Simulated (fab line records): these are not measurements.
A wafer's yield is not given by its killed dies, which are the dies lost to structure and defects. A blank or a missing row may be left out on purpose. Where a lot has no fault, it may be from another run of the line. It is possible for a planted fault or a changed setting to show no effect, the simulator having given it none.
Which tool is to blame? :: flow sky130 :: 11 lots, 33 wafers sampled, at 5 steps of a route of 708

== WHAT EACH GAUGE READ, for each wafer ==
SKY_POLY_GATE_CD_MEAS_22.
lot: L613
measured: day 17 00:50
on: cd_sem-01
cd_nm (nm): 149 150 154

lot: L616
measured: day 17 22:10
on: cd_sem-01
cd_nm (nm): 146 144 148

lot: L617
measured: day 18 06:50
on: cd_sem-02
cd_nm (nm): 151 155 155

lot: L619
measured: day 19 07:14
on: cd_sem-01
cd_nm (nm): 151 145 150

lot: L620
measured: day 19 14:32
on: cd_sem-02
cd_nm (nm): 150 150 153

lot: L622
measured: day 20 04:49
on: cd_sem-01
cd_nm (nm): 153 153 153

lot: L630
measured: day 23 07:04
on: cd_sem-01
cd_nm (nm): 151 147 148

lot: L631
measured: day 23 11:54
on: cd_sem-01
cd_nm (nm): 152 156 155

lot: L632
measured: day 24 16:38
on: cd_sem-01
cd_nm (nm): 149 149 146

lot: L635
measured: day 25 09:11
on: cd_sem-01
cd_nm (nm): 152 145 150

lot: L634
measured: day 25 10:46
on: cd_sem-02
cd_nm (nm): 147 153 151

SKY_LDD_HVP_OVL_MEAS_07.
lot: L613
measured: day 22 04:43
on: overlay-01
LDD_HVP_OVL (nm): -0.9 -1.6 -1.7

lot: L616
measured: day 23 00:25
on: overlay-01
LDD_HVP_OVL (nm): -1.6 -2.2 -1.1

lot: L617
measured: day 23 11:33
on: overlay-01
LDD_HVP_OVL (nm): -1.4 0.3 -1.3

lot: L619
measured: day 24 11:22
on: overlay-02
LDD_HVP_OVL (nm): -0.9 -2.0 -0.3

lot: L620
measured: day 24 18:37
on: overlay-01
LDD_HVP_OVL (nm): - - -

lot: L622
measured: day 25 06:51
on: overlay-01
LDD_HVP_OVL (nm): -0.1 2.6 1.3

lot: L630
measured: day 28 05:54
on: overlay-01
LDD_HVP_OVL (nm): -0.1 1.3 -0.4

lot: L631
measured: day 28 09:39
on: overlay-01
LDD_HVP_OVL (nm): -1.2 -1.4 -1.0

lot: L632
measured: day 29 13:13
on: overlay-02
LDD_HVP_OVL (nm): 1.0 -0.8 -1.2

lot: L635
measured: day 30 05:22
on: overlay-02
LDD_HVP_OVL (nm): 0.0 0.1 -0.4

lot: L634
measured: day 30 07:25
on: overlay-02
LDD_HVP_OVL (nm): 0.9 2.5 -0.2

SKY_LDD_HVP_TW_MEAS_10.
lot: L613
measured: day 22 05:00
on: film_metro-02
LDD_HVP_TW: 459 463 463

lot: L616
measured: day 23 00:42
on: film_metro-01
LDD_HVP_TW: 464 465 465

lot: L617
measured: day 23 11:50
on: film_metro-03
LDD_HVP_TW: 456 454 453

lot: L619
measured: day 24 11:39
on: film_metro-02
LDD_HVP_TW: 462 461 464

lot: L620
measured: day 24 18:55
on: film_metro-02
LDD_HVP_TW: 30 30 30 30 30 30

lot: L622
measured: day 25 07:08
on: film_metro-02
LDD_HVP_TW: 462 460 460

lot: L630
measured: day 28 06:11
on: film_metro-01
LDD_HVP_TW: 467 467 466

lot: L631
measured: day 28 09:56
on: film_metro-03
LDD_HVP_TW: 453 452 452

lot: L632
measured: day 29 13:30
on: film_metro-01
LDD_HVP_TW: 467 466 463

lot: L635
measured: day 30 05:39
on: film_metro-02
LDD_HVP_TW: 456 457 457

lot: L634
measured: day 30 07:41
on: film_metro-01
LDD_HVP_TW: 462 465 463

== WHICH TOOL RAN EACH LOT (tool, then ch and the chambers of the sampled wafers, then the start) ==
lot: L613
SKY_LDD_P_STRIP_10: plasma_asher-03 ch 0,1, day 19 14:19
SKY_LDD_HVP_EXPOSE_04: iline_stepper-01 ch 0, day 21 13:09

lot: L616
SKY_LDD_P_STRIP_10: plasma_asher-02 ch 0,1, day 20 11:05
SKY_LDD_HVP_EXPOSE_04: iline_stepper-02 ch 0, day 22 09:19

lot: L617
SKY_LDD_P_STRIP_10: plasma_asher-04 ch 0,1, day 20 22:19
SKY_LDD_HVP_EXPOSE_04: iline_stepper-02 ch 0, day 22 20:16

lot: L619
SKY_LDD_P_STRIP_10: plasma_asher-03 ch 1, day 21 22:43
SKY_LDD_HVP_EXPOSE_04: iline_stepper-02 ch 0, day 23 21:01

lot: L620
SKY_LDD_P_STRIP_10: plasma_asher-02 ch 0,1, day 22 06:16
SKY_LDD_HVP_EXPOSE_04: iline_stepper-01 ch 0, day 24 03:18

lot: L622
SKY_LDD_P_STRIP_10: plasma_asher-03 ch 0,1, day 22 19:34
SKY_LDD_HVP_EXPOSE_04: iline_stepper-02 ch 0, day 24 16:14

lot: L630
SKY_LDD_P_STRIP_10: plasma_asher-02 ch 1, day 25 20:22
SKY_LDD_HVP_EXPOSE_04: iline_stepper-01 ch 0, day 27 16:12

lot: L631
SKY_LDD_P_STRIP_10: plasma_asher-04 ch 0,1, day 26 00:40
SKY_LDD_HVP_EXPOSE_04: iline_stepper-01 ch 0, day 27 19:39

lot: L632
SKY_LDD_P_STRIP_10: plasma_asher-03 ch 0,1, day 27 04:44
SKY_LDD_HVP_EXPOSE_04: iline_stepper-01 ch 0, day 28 23:53

lot: L635
SKY_LDD_P_STRIP_10: plasma_asher-04 ch 0,1, day 27 20:38
SKY_LDD_HVP_EXPOSE_04: iline_stepper-02 ch 0, day 29 15:12

lot: L634
SKY_LDD_P_STRIP_10: plasma_asher-04 ch 0,1, day 27 22:05
SKY_LDD_HVP_EXPOSE_04: iline_stepper-02 ch 0, day 29 17:34
- SKY_LDD_P_STRIP_10: strips in O2/N2.
- SKY_LDD_HVP_EXPOSE_04: exposes mask HVPTM, target cd 700 nm.

== AS READ BY THE TOOLS THEMSELVES (means over the sampled wafers that have a number; for cases with no such wafer, the mark the record gives instead) ==
SKY_LDD_P_STRIP_10.
lot: L613
tool: plasma_asher-03
drypump_motor_current_A (A): 5.82
oes_product_au (a.u.): 0.714
strip_time_to_endpoint_s (s): 14.13

lot: L616
tool: plasma_asher-02
drypump_motor_current_A (A): 5.68
oes_product_au (a.u.): 0.719
strip_time_to_endpoint_s (s): 14.15

lot: L617
tool: plasma_asher-04
drypump_motor_current_A (A): 5.81
oes_product_au (a.u.): 0.717
strip_time_to_endpoint_s (s): 14.12

lot: L619
tool: plasma_asher-03
drypump_motor_current_A (A): 5.73
oes_product_au (a.u.): 0.713
strip_time_to_endpoint_s (s): 14.14

lot: L620
tool: plasma_asher-02
drypump_motor_current_A (A): 5.89
oes_product_au (a.u.): 0.719
strip_time_to_endpoint_s (s): 14.15

lot: L622
tool: plasma_asher-03
drypump_motor_current_A (A): 5.96
oes_product_au (a.u.): 0.710
strip_time_to_endpoint_s (s): 14.17

lot: L630
tool: plasma_asher-02
drypump_motor_current_A (A): 5.47
oes_product_au (a.u.): 0.716
strip_time_to_endpoint_s (s): 14.13

lot: L631
tool: plasma_asher-04
drypump_motor_current_A (A): 5.80
oes_product_au (a.u.): 0.717
strip_time_to_endpoint_s (s): 14.16

lot: L632
tool: plasma_asher-03
drypump_motor_current_A (A): 5.82
oes_product_au (a.u.): 0.718
strip_time_to_endpoint_s (s): 14.14

lot: L635
tool: plasma_asher-04
drypump_motor_current_A (A): 5.82
oes_product_au (a.u.): 0.714
strip_time_to_endpoint_s (s): 14.20

lot: L634
tool: plasma_asher-04
drypump_motor_current_A (A): 5.80
oes_product_au (a.u.): 0.714
strip_time_to_endpoint_s (s): 14.18

SKY_LDD_HVP_EXPOSE_04.
lot: L613
tool: iline_stepper-01
exposure_dose_mJ_cm2: 86.07

lot: L616
tool: iline_stepper-02
exposure_dose_mJ_cm2: 85.99

lot: L617
tool: iline_stepper-02
exposure_dose_mJ_cm2: 85.92

lot: L619
tool: iline_stepper-02
exposure_dose_mJ_cm2: 85.96

lot: L620
tool: iline_stepper-01
exposure_dose_mJ_cm2: 86.01

lot: L622
tool: iline_stepper-02
exposure_dose_mJ_cm2: 85.96

lot: L630
tool: iline_stepper-01
exposure_dose_mJ_cm2: 85.96

lot: L631
tool: iline_stepper-01
exposure_dose_mJ_cm2: 85.96

lot: L632
tool: iline_stepper-01
exposure_dose_mJ_cm2: 85.99

lot: L635
tool: iline_stepper-02
exposure_dose_mJ_cm2: 86.11

lot: L634
tool: iline_stepper-02
exposure_dose_mJ_cm2: 85.94

== THE ANSWER, worked out from the rows above alone ==
Rule: the usual values come from the lots themselves. Put in order of their means at a reading, lots are off if they are a third of the lots or fewer, leave a main group of 4 or more, and stand apart from it by a gap of 3 or more times the standard deviation of the main group's means; of several such gaps the widest counts. A main group is skipped when, at the precision printed for the reading in the tables above, its means are all equal. A lot without any number at a reading at which 4 lots or more have one is off too. Where the step has rows for the other lots, those lots are counted as sound. First the gauges in route order, then the tools' own readings, where a lot's mean is used as printed above. The first step at which some lot is off is used, and at that step the reading that is off furthest; a lot without a number counts as furthest.
Off: L620, at SKY_LDD_HVP_OVL_MEAS_07 (LDD_HVP_OVL). Without a number there: L620. Main group: mean -0.4 nm, sd 0.96.
A tool fits if, at a process step before that reading, it ran every lot that is off, and no sound lot after the first of them. The gauges at SKY_LDD_HVP_OVL_MEAS_07 aren't tried: what is off there is off at SKY_LDD_HVP_TW_MEAS_10 too, on other tools, and a gauge's error can't cause that. No candidate that was tried fits.

== WHAT THE SIMULATOR HAD PUT IN ==
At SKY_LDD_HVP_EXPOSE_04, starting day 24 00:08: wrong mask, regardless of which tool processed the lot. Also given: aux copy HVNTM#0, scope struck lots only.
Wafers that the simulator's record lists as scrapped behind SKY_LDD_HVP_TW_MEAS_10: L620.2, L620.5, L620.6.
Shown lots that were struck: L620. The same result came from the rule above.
